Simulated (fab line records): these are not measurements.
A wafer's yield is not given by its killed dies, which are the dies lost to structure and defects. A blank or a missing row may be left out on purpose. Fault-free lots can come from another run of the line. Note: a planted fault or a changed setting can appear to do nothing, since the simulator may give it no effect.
A struck lot beside a sound one ; flow sky130 ; 36 steps out of a route of 708
Sound: the wafers L101.2, L101.5, L101.6. Wafers L110.1, L110.3, L110.4 were the ones struck. At the end, the cause is stated.
Per side, at each step with rows, come the tool, then ch with its chambers, and then its first start. Under that, the readings that differ: sound wafers ; struck wafers ; difference of the means ; sigmas: that difference in standard deviations of wafers without a fault.
alike: readings with means less than 2 such deviations apart, plus words and numbers identical on both sides. not compared: withheld readings, readings lacking a value on some wafer, bounds such as >300 that could conceal the same value, and numbers that have no deviation in the record and whose values overlap.
The two part at a step that has a row with sigmas, a row that says differs or no value, or rows on one side only. Numbers that don't overlap but have no deviation are shown without sigmas and don't part them. Lack of a reading on every wafer of one side parts them only where that side has two or more wafers.

first, 9 steps without rows for these wafers: SKY_CAPM_SPUTTER_02 (material TiN, target thk 200 nm, time 166.7 s); SKY_CAPM_DEHYDRATE_05 (time 60 s); SKY_CAPM_HMDS_06 (prime time 60 s); SKY_CAPM_COAT_07 (resist thk 1140 nm); SKY_CAPM_SOFTBAKE_08 (time 60 s); SKY_CAPM_EXPOSE_09 (exposes mask CAPM, target cd 1000 nm); SKY_CAPM_PEB_10; SKY_CAPM_DEVELOP_11 (develop time 60 s); SKY_CAPM_METAL_ETCH_13 (etches TiN in Cl2/BCl3, stops on SiO2, target depth 220 nm, time 62.9 s).
SKY_CAPM_STRIP_14: strips in O2/N2.
  sound on plasma_asher-03 ch 0,1, day 40 02:49; struck on plasma_asher-03 ch 0,1, day 42 15:51
  alike: drypump_motor_current_A, oes_product_au, strip_time_to_endpoint_s
  not compared: rf_hours_counter_h
then, 25 steps without rows for these wafers: SKY_CAPM_STRIP_15 (strips in post etch residue remover, time 1200 s); SKY_CAPM_CLEAN_16 (cleans in IPA, time 180 s); SKY_CAPM_CLEAN_17 (cleans in O3/DIW); SKY_METAL3_DEHYDRATE_05 (time 60 s); SKY_METAL3_HMDS_06 (prime time 60 s); SKY_METAL3_COAT_07 (resist thk 60 nm); SKY_METAL3_COAT_08 (resist thk 1140 nm); SKY_METAL3_SOFTBAKE_09 (time 90 s); SKY_METAL3_EXPOSE_10 (exposes mask MM3, target cd 300 nm); SKY_METAL3_PEB_11; SKY_METAL3_DEVELOP_12 (develop time 58.83 s); SKY_METAL3_DESCUM_15 (chemistry O2, time 8 s); SKY_METAL3_ETCH_16 (etches BARC in N2/H2, stops on SiO2, time 88.2 s, target depth 60 nm); SKY_METAL3_ETCH_17 (etches SiO2 in C4F8/O2/Ar, stops on TiN, time 3.9 s, target depth 15 nm); SKY_METAL3_METAL_ETCH_18 (etches the open film in Cl2/BCl3, stops on SiO2, target depth 845 nm, time 183.1 s); SKY_METAL3_STRIP_19 (strips in O2/N2); SKY_METAL3_STRIP_20 (strips in post etch residue remover, time 1200 s); SKY_METAL3_CLEAN_21 (cleans in IPA, time 180 s); SKY_METAL3_CLEAN_22 (cleans in O3/DIW); SKY_VIA3_HDPCVD_00 (deposits SiO2, target thk 1635 nm, time 272.5 s); SKY_VIA3_CMP_02 (polishes SiO2); SKY_VIA3_DEHYDRATE_04 (time 60 s); SKY_VIA3_HMDS_05 (prime time 60 s); SKY_VIA3_COAT_06 (resist thk 60 nm); SKY_VIA3_COAT_07 (resist thk 450 nm).
-- the record jumps here: 7 days lie between the struck wafers' starts before and after (it left off in module VIA3 and takes up again in module PAD_OPEN, whose first step shown is number 708 of the route) --
SKY_PAD_OPEN_PROBE_99:
  sound: prober-01 at day 48 01:10; struck: prober-01 at day 49 20:10
reading;sound;struck;difference;sigmas
hold;- - -;await_dispo/10.6h/release await_dispo/10.6h/release await_dispo/10.6h/release;no value on the sound wafers;
defect_limited_yield (%);82.9 84.1 85.2;72.4 74.6 75.2;-10.0;-5
killed_at_other;1 0 0;49 51 54;+51;+80
killed_dies;84 78 73;136 125 122;+49;+5
sort_bin_3_pad_short (%);0.4 1.0 0.8;3.7 2.6 2.6;+2.2;+6
sort_bin_5_function (%);11.8 8.3 7.9;16.3 16.3 15.7;+6.8;+5
sort_n_pass;408 414 419;356 367 370;-49;-5
sort_yield_pct (%);82.9 84.1 85.2;72.4 74.6 75.2;-10.0;-5
model.etest.tester.sort_n_pass;408 414 419;356 367 370;-49;
model.etest.tester.sort_yield_pct (%);82.93 84.15 85.16;72.36 74.59 75.2;-10.03;
model.etest.tester.sort_bin_5_pct (%);11.79 8.333 7.927;16.26 16.26 15.65;+6.71;
model.etest.tester.sort_bin_3_pct (%);0.4065 1.016 0.813;3.659 2.642 2.642;+2.236;
  alike: killed_at_M0_to_M3, killed_at_M4_up, killed_at_contacts, killed_at_front_end, killed_open, killed_short, sort_bin_6_memory

== WHERE THEY PART ==
Within this record, at SKY_PAD_OPEN_PROBE_99 only.

WHY: whatever the simulator had introduced
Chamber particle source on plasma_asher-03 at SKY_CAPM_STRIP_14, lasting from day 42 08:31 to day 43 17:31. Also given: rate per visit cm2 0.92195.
